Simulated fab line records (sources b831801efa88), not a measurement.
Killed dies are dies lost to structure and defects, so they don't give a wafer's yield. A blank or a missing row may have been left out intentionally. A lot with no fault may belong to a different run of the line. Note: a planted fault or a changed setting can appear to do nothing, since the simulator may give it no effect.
Matching of chambers :: flow sfq line :: cmp-02 running SFQ_TRILAYER_I7_CMP_CMP_184: 4 sister chambers
The step polishes SiO2. 8 wafers are shown with their chamber, then 8 later ones without.

== WAFERS, EACH WITH ITS CHAMBER ==
wafer: L246.6
chamber: 3
motor current A (A): 9.1
time to endpoint s (s): 232

wafer: L248.2
chamber: 3
motor current A (A): 8.5
time to endpoint s (s): 210

wafer: L249.1
chamber: 0
motor current A (A): 9.3
time to endpoint s (s): 212

wafer: L249.5
chamber: 1
motor current A (A): 9.8
time to endpoint s (s): 218

wafer: L258.1
chamber: 1
motor current A (A): 10.4
time to endpoint s (s): 211

wafer: L258.2
chamber: 0
motor current A (A): 9.6
time to endpoint s (s): 218

wafer: L258.4
chamber: 2
motor current A (A): 11.0
time to endpoint s (s): 224

wafer: L261.2
chamber: 2
motor current A (A): 11.1
time to endpoint s (s): 211

== WAFERS WITHOUT THEIR CHAMBER ==
wafer: L261.3
motor current A (A): 9.4
time to endpoint s (s): 221

wafer: L261.6
motor current A (A): 10.8
time to endpoint s (s): 222

wafer: L262.3
motor current A (A): 11.1
time to endpoint s (s): 220

wafer: L262.5
motor current A (A): 9.1
time to endpoint s (s): 211

wafer: L262.6
motor current A (A): 10.9
time to endpoint s (s): 225

wafer: L265.1
motor current A (A): 9.0
time to endpoint s (s): 215

wafer: L265.2
motor current A (A): 9.9
time to endpoint s (s): 219

wafer: L265.4
motor current A (A): 11.0
time to endpoint s (s): 232

== THE CHAMBER EACH PASSED THROUGH ==
wafer: L261.3
from the rows above: can't be placed: 0 or 3 or 1
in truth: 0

wafer: L261.6
from the rows above: can't be placed: 2 or 1
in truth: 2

wafer: L262.3
from the rows above: 2
in truth: 2

wafer: L262.5
from the rows above: can't be placed: 0 or 3 or 1
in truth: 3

wafer: L262.6
from the rows above: can't be placed: 2 or 1
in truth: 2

wafer: L265.1
from the rows above: can't be placed: 3 or 0
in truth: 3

wafer: L265.2
from the rows above: can't be placed: 1 or 0
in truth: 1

wafer: L265.4
from the rows above: can't be placed: 2 or 1
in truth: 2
Placed correctly: 1 of 8. Cannot be placed on the basis of these rows: 7; the candidates contain the true chamber in 7. 0 placed wrongly.
How it was worked out, from the rows above alone: a wafer's distance from a chamber is the root of the sum, over the readings, of the square of ((its reading less the chamber's mean) divided by the reading's scatter). The wafer belongs to the nearest chamber; if the next one is less than 2 further off, it can't be placed. The mean given for a chamber averages the wafers shown for that chamber. The scatter: take each reading less its chamber's mean, square it, sum over the shown wafers, divide by the number of wafers less the number of chambers, and take the root.
